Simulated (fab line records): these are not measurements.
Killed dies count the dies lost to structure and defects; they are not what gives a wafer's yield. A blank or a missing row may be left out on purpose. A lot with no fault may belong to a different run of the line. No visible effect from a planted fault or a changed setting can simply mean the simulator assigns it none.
The tool behind it: which one? ; flow sky130 ; 14 lots, 42 wafers sampled, at 4 steps of a route of 708

## WHAT EACH GAUGE READ, for each wafer
SKY_GATE_OXIDE_THK_MEAS_02. Usual: GATE_OXIDE_OXIDATION_00_THK 10.26 nm, standard deviation 0.15.
lot;measured;on;GATE_OXIDE_OXIDATION_00_THK (nm);flag
L536;day 12 17:09;film_metro-03;10.63 10.63 10.51;
L538;day 13 21:32;film_metro-01;10.26 10.15 10.13;
L539;day 13 22:57;film_metro-01;10.11 10.05 10.18;
L541;day 14 03:27;film_metro-01;10.31 10.44 10.30;
L540;day 14 03:30;film_metro-01;10.20 10.13 10.22;
L542;day 14 15:41;film_metro-04;10.46 10.41 10.36;
L543;day 15 05:26;film_metro-03;10.13 10.31 9.95;
L544;day 15 12:25;film_metro-03;10.29 10.35 10.37;
L545;day 15 17:46;film_metro-04;10.32 10.33 10.31;
L546;day 15 17:47;film_metro-01;10.28 10.54 10.35;
L547;day 16 02:19;film_metro-04;10.43 10.25 10.50;
L557;day 21 01:12;film_metro-03;10.42 10.46 10.31;
L559;day 21 17:56;film_metro-04;10.16 10.26 9.90;
L558;day 21 19:02;film_metro-01;10.26 9.93 10.17;

SKY_LDD_P_CD_MEAS_07 targets a cd of 380 nm. Usual: cd_nm 380.9 nm, standard deviation 2.6.
lot;measured;on;cd_nm (nm);flag
L536;day 18 17:22;cd_sem-01;381.9 382.3 379.2;
L538;day 20 05:28;cd_sem-02;383.3 383.4 384.6;
L539;day 20 10:46;cd_sem-02;377.1 379.0 376.6;
L541;day 20 12:27;cd_sem-02;383.8 385.7 386.5;
L540;day 20 15:05;cd_sem-02;378.9 380.4 378.7;
L542;day 21 01:51;cd_sem-01;378.7 380.6 380.4;
L543;day 21 18:25;cd_sem-01;376.9 373.9 374.2;
L544;day 22 05:32;cd_sem-01;386.0 384.1 385.9;
L545;day 22 14:22;cd_sem-02;383.0 384.5 382.7;
L546;day 22 11:51;cd_sem-01;381.4 381.5 380.7;
L547;day 22 19:34;cd_sem-02;383.8 383.2 380.3;
L559;day 28 07:22;cd_sem-02;380.3 384.1 381.1;

SKY_SPACER_THK_MEAS_01. Usual: SPACER_CVD_00_THK 43.3 nm, standard deviation 0.33.
lot;measured;on;SPACER_CVD_00_THK (nm);flag
L536;day 22 16:43;film_metro-04;43.8 43.8 43.7;
L538;day 24 06:39;film_metro-01;42.7 43.1 43.2;
L539;day 24 08:38;film_metro-04;43.5 43.4 43.2;
L541;day 24 12:47;film_metro-04;43.5 43.4 43.7;
L540;day 24 16:20;film_metro-04;44.1 43.4 43.4;
L542;day 24 21:32;film_metro-04;43.5 43.3 43.4;
L543;day 25 13:46;film_metro-03;43.7 43.5 43.5;
L544;day 26 02:02;film_metro-03;43.5 43.6 43.0;
L545;day 26 10:01;film_metro-04;43.2 42.9 42.9;
L546;day 26 06:33;film_metro-04;43.2 43.2 43.1;
L547;day 26 14:09;film_metro-03;43.5 43.2 42.9;
L559;day 31 21:40;film_metro-01;43.3 43.1 43.0;

## WHAT TOOL EACH LOT RAN ON (gives the tool, then ch and the chambers of the sampled wafers, and finally the start)
lot;SKY_POLY_GATE_EXPOSE_10
L536;krf_scanner-01 ch 0, day 15 15:02
L538;krf_scanner-01 ch 0, day 16 21:46
L539;krf_scanner-01 ch 0, day 17 02:16
L541;krf_scanner-01 ch 0, day 17 04:54
L540;krf_scanner-02 ch 0, day 17 08:21
L542;krf_scanner-01 ch 0, day 17 18:02
L543;krf_scanner-02 ch 0, day 18 09:56
L544;krf_scanner-02 ch 0, day 18 21:23
L545;krf_scanner-01 ch 0, day 19 03:53
L546;krf_scanner-02 ch 0, day 19 03:30
L547;krf_scanner-01 ch 0, day 19 10:49
L557;krf_scanner-02, day 24 08:41
L559;krf_scanner-02 ch 0, day 25 02:22
L558;krf_scanner-01, day 25 06:57
- SKY_POLY_GATE_EXPOSE_10: exposes mask P1M, target cd 150 nm.

## AS READ BY THE TOOLS THEMSELVES (means over the sampled wafers that have a number; for cases with no such wafer, the mark the record gives instead)
SKY_POLY_GATE_EXPOSE_10. Usual: exposure_dose_mJ_cm2 28.11, standard deviation 0.1; focus_offset_nm 0.0 nm, standard deviation 0.51.
lot;tool;exposure_dose_mJ_cm2;focus_offset_nm (nm);flag
L536;krf_scanner-01;28.17;0.5;
L538;krf_scanner-01;28.20;-0.4;
L539;krf_scanner-01;28.18;-0.3;
L541;krf_scanner-01;28.20;-0.1;
L540;krf_scanner-02;27.98;-0.7;
L542;krf_scanner-01;28.18;0.8;
L543;krf_scanner-02;27.98;-0.3;
L544;krf_scanner-02;28.00;0.1;
L545;krf_scanner-01;28.20;0.4;
L546;krf_scanner-02;27.94;-0.3;
L547;krf_scanner-01;28.17;0.5;
L557;krf_scanner-02;-;-;OFF
L559;krf_scanner-02;27.97;-0.1;
L558;krf_scanner-01;-;-;OFF

## THE ANSWER, worked out from the rows above alone
Rule: take the mean of a lot's wafers that have a number; if it is more than 3 standard deviations from the usual mean, the lot is off. Also off: a lot with no number at a reading for which 4 or more lots have one. The other lots that the step has rows for count as sound. The gauges are gone through in route order, then the tools' own readings, and for those a lot's mean is taken as printed above. At the first step where some lot is off, the reading lying furthest off is the one used; lots without a number count as furthest.
Off: L557, L558 (SKY_POLY_GATE_EXPOSE_10, exposure_dose_mJ_cm2). Without a number there: L557, L558.
If a tool, at that step or one of the process steps before it, ran each lot that is off and ran no sound lot following the first of them, it fits. Of those tried, none fits.

## WHAT WAS PUT IN BY THE SIMULATOR
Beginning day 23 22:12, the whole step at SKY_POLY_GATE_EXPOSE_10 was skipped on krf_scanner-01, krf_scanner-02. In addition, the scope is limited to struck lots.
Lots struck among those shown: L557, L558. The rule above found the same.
